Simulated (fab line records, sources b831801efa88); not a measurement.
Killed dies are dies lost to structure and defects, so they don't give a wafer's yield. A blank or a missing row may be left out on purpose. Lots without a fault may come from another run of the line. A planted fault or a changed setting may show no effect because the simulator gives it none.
Which tool did it? | flow sky130 | 12 lots, 36 wafers sampled, at 4 steps of a route of 708

WHAT THE GAUGES READ, wafer by wafer
SKY_SD_P_OVL_MEAS_08.
lot  | measured     | on         | SD_P_OVL (nm)
L758 | day 25 07:28 | overlay-01 | -3.0 -2.3 -1.2
L759 | day 26 00:36 | overlay-01 | -0.8 0.5 -1.7
L764 | day 28 04:55 | overlay-01 | -0.7 -0.7 0.5
L768 | day 29 13:07 | overlay-01 | 0.2 -1.2 -0.2
L770 | day 30 00:12 | overlay-02 | 2.9 2.4 1.3
L771 | day 30 06:29 | overlay-02 | 1.0 2.4 1.3
L773 | day 30 22:16 | overlay-01 | 1.6 1.1 1.3
L775 | day 31 08:29 | overlay-02 | -0.6 -0.1 -0.7
L776 | day 31 22:02 | overlay-01 | -0.5 -0.6 -0.8
L777 | day 32 03:11 | overlay-02 | 0.9 -0.4 1.1
L779 | day 32 18:25 | overlay-01 | -1.6 -2.9 -0.4
L781 | day 33 05:44 | overlay-01 | 2.2 2.6 0.9

SKY_SD_N_RS_MEAS_16: measures by four-point-probe.
lot  | measured     | on            | SD_N_RS (ohm/sq)
L758 | day 27 19:05 | film_metro-04 | 65.72 65.88 65.88 65.87 65.87 65.92
L759 | day 28 11:30 | film_metro-01 | 68.54 68.45 68.46
L764 | day 30 14:59 | film_metro-01 | 65.93 66.00 65.86 65.77 65.88 65.93
L768 | day 31 22:30 | film_metro-01 | 65.88 65.82 65.94 65.79 65.89 65.82
L770 | day 32 09:22 | film_metro-03 | 68.59 68.46 68.51
L771 | day 32 14:42 | film_metro-01 | 68.70 68.45 68.49
L773 | day 33 04:38 | film_metro-04 | 68.65 68.42 68.58
L775 | day 33 14:49 | film_metro-01 | 68.61 68.61 68.64
L776 | day 34 03:42 | film_metro-04 | 68.54 68.55 68.52
L777 | day 34 08:45 | film_metro-01 | 68.72 68.52 68.40
L779 | day 35 00:52 | film_metro-01 | 68.49 68.61 68.41
L781 | day 35 10:56 | film_metro-01 | 68.62 68.57 68.48

WHICH TOOL RAN EACH LOT (tool, then ch and the chambers of the sampled wafers, then the start)
lot  | SKY_POLY_CUT_STRIP_12                | SKY_SD_N_IMPLANT_10
L758 | plasma_asher-04 ch 0,1, day 24 02:04 | implanter-01 ch 0, day 27 18:14
L759 | plasma_asher-04 ch 0, day 24 19:02   | implanter-01 ch 0, day 28 10:58
L764 | plasma_asher-02 ch 0,1, day 26 23:31 | implanter-04 ch 0, day 30 14:05
L768 | plasma_asher-01 ch 0,1, day 28 09:06 | implanter-02 ch 0, day 31 21:31
L770 | plasma_asher-02 ch 0,1, day 28 19:27 | implanter-02 ch 0, day 32 08:50
L771 | plasma_asher-04 ch 0,1, day 29 02:11 | implanter-04 ch 0, day 32 14:10
L773 | plasma_asher-02 ch 0,1, day 29 18:29 | implanter-02 ch 0, day 33 04:07
L775 | plasma_asher-01 ch 0,1, day 30 04:36 | implanter-01 ch 0, day 33 14:17
L776 | plasma_asher-04 ch 0,1, day 30 18:16 | implanter-02 ch 0, day 34 03:10
L777 | plasma_asher-01 ch 0,1, day 30 23:55 | implanter-04 ch 0, day 34 08:13
L779 | plasma_asher-02 ch 0,1, day 31 15:11 | implanter-04 ch 0, day 35 00:20
L781 | plasma_asher-04 ch 0,1, day 32 03:31 | implanter-04 ch 0, day 35 10:25
- SKY_POLY_CUT_STRIP_12: strips in O2/N2.
- SKY_SD_N_IMPLANT_10

WHAT THE TOOLS THEMSELVES READ (means of the sampled wafers that have a number; where no wafer has one, the mark that the record gives instead)
SKY_POLY_CUT_STRIP_12.
lot  | tool            | drypump_motor_current_A (A) | n2_flow_sccm (sccm) | o2_flow_sccm (sccm) | oes_product_au (a.u.) | strip_time_to_endpoint_s (s)
L758 | plasma_asher-04 | 5.72                        | 299.6               | 2997                | 0.452                 | 5.356
L759 | plasma_asher-04 | 5.63                        | 300.0               | 2983                | 0.455                 | 5.370
L764 | plasma_asher-02 | 5.53                        | 299.6               | 2993                | 0.451                 | 5.351
L768 | plasma_asher-01 | 5.82                        | 299.4               | 3003                | 0.453                 | 5.349
L770 | plasma_asher-02 | 5.49                        | 300.3               | 2993                | 0.454                 | 5.381
L771 | plasma_asher-04 | 5.83                        | 299.6               | 3006                | 0.452                 | 5.348
L773 | plasma_asher-02 | 5.50                        | 299.8               | 3004                | 0.452                 | 5.355
L775 | plasma_asher-01 | 6.09                        | 300.3               | 2992                | 0.453                 | 5.355
L776 | plasma_asher-04 | 5.73                        | 300.0               | 2997                | 0.448                 | 5.363
L777 | plasma_asher-01 | 6.08                        | 301.2               | 3000                | 0.453                 | 5.344
L779 | plasma_asher-02 | 5.47                        | 299.9               | 2997                | 0.449                 | 5.372
L781 | plasma_asher-04 | 5.83                        | 300.4               | 3002                | 0.452                 | 5.349

THE ANSWER, worked out from the rows above alone
Rule: what is usual is taken from the lots themselves. Put in order of their means at a reading, lots are off if they are a third of the lots or fewer, leave a main group of 4 or more, and stand apart from it by a gap of 3 or more times the standard deviation of the main group's means; of several such gaps the widest counts. A main group whose means are all the same, to the digits that the tables above print for the reading, isn't used. A lot without any number at a reading at which 4 lots or more have one is off too. The other lots that the step has rows for count as sound. The gauges are gone through in route order, then the tools' own readings, and for those a lot's mean is taken as printed above. The first step at which some lot is off is used, and at that step the reading that is off furthest; a lot without a number counts as furthest.
Off: L758, L764, L768, at SKY_SD_N_RS_MEAS_16 (SD_N_RS). The main group: mean 68.54 ohm/sq, standard deviation 0.036.
A tool fits if, at a process step before that reading, it ran every lot that is off, and no sound lot after the first of them. The gauges at SKY_SD_N_RS_MEAS_16 are tried like those tools. None of those tried fits.

WHAT THE SIMULATOR HAD PUT IN
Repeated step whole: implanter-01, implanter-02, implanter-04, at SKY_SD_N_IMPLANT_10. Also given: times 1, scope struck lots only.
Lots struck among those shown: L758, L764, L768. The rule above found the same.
